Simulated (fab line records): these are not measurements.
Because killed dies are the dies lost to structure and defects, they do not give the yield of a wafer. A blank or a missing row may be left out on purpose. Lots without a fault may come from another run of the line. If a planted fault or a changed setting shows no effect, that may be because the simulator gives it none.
The tool behind it: which one? | flow sky130 | 72 wafers from 24 lots sampled at 4 of the route's 708 steps

WHAT EACH GAUGE READ, for each wafer
SKY_VIA3_BOW_MEAS_03. Usual: VIA3_BOW gives 81 um (standard deviation 7.9).
lot  | measured     | on            | VIA3_BOW (um) | flag
L074 | day 37 19:01 | film metro-02 | 89 83 84      |
L075 | day 38 07:31 | film metro-04 | 88 80 79      |
L076 | day 38 15:32 | film metro-02 | 74 86 84      |
L077 | day 39 03:46 | film metro-04 | 81 87 88      |
L078 | day 39 17:24 | film metro-04 | 91 93 92      |
L079 | day 40 07:32 | film metro-02 | 75 70 75      |
L080 | day 40 10:58 | film metro-01 | 82 96 92      |
L081 | day 40 19:11 | film metro-01 | 78 77 87      |
L082 | day 41 02:36 | film metro-01 | 76 75 71      |
L083 | day 41 13:24 | film metro-02 | 76 87 80      |
L084 | day 41 10:47 | film metro-02 | 69 74 73      |
L085 | day 41 13:43 | film metro-01 | 74 76 96      |
L086 | day 41 23:01 | film metro-04 | 72 76 86      |
L087 | day 42 05:26 | film metro-04 | 86 76 76      |
L088 | day 42 11:28 | film metro-01 | 65 66 74      |
L089 | day 43 16:34 | film metro-04 | 69 86 82      |
L090 | day 43 15:34 | film metro-02 | 82 73 88      |
L091 | day 43 16:16 | film metro-02 | 82 91 78      |
L092 | day 43 16:55 | film metro-04 | 88 83 91      |
L093 | day 44 01:17 | film metro-04 | 88 85 78      |
L094 | day 44 17:01 | film metro-04 | 90 95 96      |
L095 | day 45 08:47 | film metro-01 | 74 84 80      |
L096 | day 45 07:28 | film metro-01 | 92 76 80      |
L097 | day 45 12:38 | film metro-02 | 72 70 73      |

SKY_VIA3_RS_MEAS_22: a four-point-probe measurement. Usual: VIA3_W_RS gives 0.2934 ohm/sq (standard deviation 0.0025).
lot  | measured     | on            | VIA3_W_RS (ohm/sq)   | flag
L074 | day 38 21:20 | film metro-01 | 0.2934 0.2910 0.2922 |
L075 | day 39 09:42 | film metro-04 | 0.2902 0.2909 0.2925 |
L076 | day 39 17:19 | film metro-01 | 0.2967 0.2900 0.2925 |
L077 | day 40 04:06 | film metro-02 | 0.3017 0.2961 0.2956 |
L078 | day 40 18:52 | film metro-04 | 0.2933 0.2939 0.2918 |
L079 | day 41 09:21 | film metro-04 | 0.2919 0.2891 0.2939 |
L080 | day 41 12:48 | film metro-04 | 0.2958 0.2963 0.2971 |
L081 | day 41 19:54 | film metro-01 | 0.2941 0.2932 0.2969 |
L082 | day 42 03:36 | film metro-01 | 0.2923 0.2913 0.2939 |
L083 | day 42 13:42 | film metro-02 | 0.2947 0.2917 0.2950 |
L084 | day 42 11:26 | film metro-02 | 0.2893 0.2950 0.2910 |
L085 | day 42 14:13 | film metro-04 | 0.2942 0.2950 0.2977 |
L086 | day 42 23:57 | film metro-01 | 0.2905 0.2904 0.2923 |
L087 | day 43 04:56 | film metro-04 | 0.2951 0.2962 0.2962 |
L088 | day 43 11:11 | film metro-01 | 0.2883 0.2902 0.2878 |
L089 | day 44 15:40 | film metro-01 | 0.2924 0.2927 0.2956 |
L090 | day 44 14:59 | film metro-01 | 0.2880 0.2915 0.2909 |
L091 | day 44 15:34 | film metro-04 | 0.2928 0.2950 0.2908 |
L092 | day 44 16:01 | film metro-01 | 0.2956 0.2920 0.2954 |
L093 | day 45 00:12 | film metro-01 | 0.2913 0.2930 0.2968 |
L094 | day 45 15:31 | film metro-01 | 0.2922 0.2921 0.2935 |
L095 | day 46 06:19 | film metro-02 | 0.2914 0.2927 0.2912 |
L096 | day 46 05:30 | film metro-02 | 0.2969 0.2946 0.2966 |
L097 | day 46 10:19 | film metro-04 | 0.2973 0.2934 0.2902 |

WHAT TOOL EACH LOT RAN ON (gives the tool, then ch and the chambers of the sampled wafers, and finally the start)
lot  | SKY_DNWELL_STRIP_08                 | SKY_METAL2_SPUTTER_02
L074 | plasma asher-02 ch 0,1, day 3 01:10 | pvd sputter-02, day 33 05:20
L075 | plasma asher-03 ch 0,1, day 3 10:55 | pvd sputter-02, day 33 17:11
L076 | plasma asher-02 ch 0,1, day 3 14:47 | pvd sputter-02, day 34 02:37
L077 | plasma asher-02 ch 0,1, day 3 20:01 | pvd sputter-02, day 34 14:19
L078 | plasma asher-03 ch 0,1, day 4 01:05 | pvd sputter-01, day 35 04:59
L079 | plasma asher-03 ch 0,1, day 4 11:25 | pvd sputter-04, day 35 18:34
L080 | plasma asher-04 ch 0,1, day 4 22:49 | pvd sputter-04, day 36 00:38
L081 | plasma asher-04 ch 0,1, day 4 23:10 | pvd sputter-01, day 36 03:38
L082 | plasma asher-03 ch 0,1, day 5 07:05 | pvd sputter-04, day 36 18:29
L083 | plasma asher-04 ch 0,1, day 5 10:25 | pvd sputter-04, day 37 03:17
L084 | plasma asher-04 ch 0,1, day 5 11:22 | pvd sputter-04, day 37 00:47
L085 | plasma asher-04 ch 0,1, day 5 17:11 | pvd sputter-02, day 37 05:23
L086 | plasma asher-02 ch 0,1, day 5 22:46 | pvd sputter-04, day 37 14:23
L087 | plasma asher-03 ch 0,1, day 6 04:58 | pvd sputter-01, day 37 23:30
L088 | plasma asher-04 ch 0,1, day 6 09:33 | pvd sputter-04, day 38 04:34
L089 | plasma asher-03 ch 0,1, day 6 15:05 | pvd sputter-02, day 39 12:14
L090 | plasma asher-03 ch 0,1, day 6 19:08 | pvd sputter-01, day 39 11:45
L091 | plasma asher-02 ch 0,1, day 7 00:08 | pvd sputter-04, day 39 11:48
L092 | plasma asher-04 ch 0,1, day 7 07:43 | pvd sputter-02, day 39 13:32
L093 | plasma asher-04 ch 0,1, day 7 15:37 | pvd sputter-04, day 39 22:32
L094 | plasma asher-02 ch 0,1, day 8 07:28 | pvd sputter-01, day 40 14:52
L095 | plasma asher-04 ch 0,1, day 8 19:43 | pvd sputter-04, day 41 08:20
L096 | plasma asher-03 ch 1, day 8 19:46   | pvd sputter-01, day 41 08:02
L097 | plasma asher-02 ch 0,1, day 8 20:07 | pvd sputter-01, day 41 12:44
- SKY_DNWELL_STRIP_08: strips in O2/N2.
- SKY_METAL2_SPUTTER_02: material AlCu, target thk 250 nm, time 13.3 s.

WHAT THE TOOLS THEMSELVES READ (means of the sampled wafers that have a number; where no wafer has one, the mark that the record gives instead)
SKY_DNWELL_STRIP_08. Usual: drypump motor current A 5.9 A, standard deviation 0.34; oes product au 0.722 a.u., standard deviation 0.0046; strip time to endpoint s 36.94 s, standard deviation 0.11.
lot  | tool            | drypump motor current A (A) | oes product au (a.u.) | strip time to endpoint s (s) | flag
L074 | plasma asher-02 | 6.0                         | 0.722                 | 36.87                        |
L075 | plasma asher-03 | 6.1                         | 0.725                 | 36.80                        |
L076 | plasma asher-02 | 5.9                         | 0.718                 | 36.93                        |
L077 | plasma asher-02 | 5.9                         | 0.725                 | 36.93                        |
L078 | plasma asher-03 | 6.1                         | 0.715                 | 36.75                        |
L079 | plasma asher-03 | 5.7                         | 0.716                 | 36.87                        |
L080 | plasma asher-04 | 5.7                         | 0.725                 | 37.08                        |
L081 | plasma asher-04 | 5.8                         | 0.725                 | 37.00                        |
L082 | plasma asher-03 | 6.1                         | 0.720                 | 37.08                        |
L083 | plasma asher-04 | 5.8                         | 0.725                 | 36.94                        |
L084 | plasma asher-04 | 5.7                         | 0.726                 | 36.93                        |
L085 | plasma asher-04 | 5.8                         | 0.721                 | 37.10                        |
L086 | plasma asher-02 | 6.1                         | 0.725                 | 36.85                        |
L087 | plasma asher-03 | 5.7                         | 0.722                 | 36.84                        |
L088 | plasma asher-04 | 5.7                         | 0.721                 | 36.96                        |
L089 | plasma asher-03 | 6.1                         | 0.724                 | 36.84                        |
L090 | plasma asher-03 | 6.1                         | 0.727                 | 36.90                        |
L091 | plasma asher-02 | 6.0                         | 0.722                 | 36.94                        |
L092 | plasma asher-04 | 5.7                         | 0.721                 | 37.14                        |
L093 | plasma asher-04 | 5.8                         | 0.721                 | 36.94                        |
L094 | plasma asher-02 | 6.0                         | 0.718                 | 36.94                        |
L095 | plasma asher-04 | 5.7                         | 0.724                 | 37.04                        |
L096 | plasma asher-03 | 6.4                         | 0.717                 | 36.89                        |
L097 | plasma asher-02 | 6.0                         | 0.725                 | 36.92                        |

SKY_METAL2_SPUTTER_02. Usual: throttle valve pct 30.1 %, standard deviation 1.3.
lot  | tool           | throttle valve pct (%) | flag
L074 | pvd sputter-02 | 29.6                   |
L075 | pvd sputter-02 | 29.1                   |
L076 | pvd sputter-02 | 28.9                   |
L077 | pvd sputter-02 | 29.8                   |
L078 | pvd sputter-01 | 30.5                   |
L079 | pvd sputter-04 | 29.9                   |
L080 | pvd sputter-04 | 30.9                   |
L081 | pvd sputter-01 | 30.6                   |
L082 | pvd sputter-04 | 31.2                   |
L083 | pvd sputter-04 | 29.9                   |
L084 | pvd sputter-04 | 32.1                   |
L085 | pvd sputter-02 | 29.0                   |
L086 | pvd sputter-04 | 30.0                   |
L087 | pvd sputter-01 | 30.4                   |
L088 | pvd sputter-04 | 30.2                   |
L089 | pvd sputter-02 | 28.9                   |
L090 | pvd sputter-01 | 30.2                   |
L091 | pvd sputter-04 | 30.9                   |
L092 | pvd sputter-02 | 28.9                   |
L093 | pvd sputter-04 | 30.9                   |
L094 | pvd sputter-01 | 29.8                   |
L095 | pvd sputter-04 | 30.2                   |
L096 | pvd sputter-01 | 30.1                   |
L097 | pvd sputter-01 | 30.6                   |

THE ANSWER, worked out from the rows above alone
Rule: take the mean of a lot's wafers that have a number; if it is more than 3 standard deviations from the usual mean, the lot is off. Also off: a lot with no number at a reading for which 4 or more lots have one. The other lots that the step has rows for count as sound. After the gauges, taken in route order, come the tools' own readings; for these a lot's mean is taken, as printed above. At the first step where some lot is off, the reading lying furthest off is the one used; lots without a number count as furthest.
No lot is off at any reading shown: from this, nothing can be told.

WHAT THE SIMULATOR HAD PUT IN
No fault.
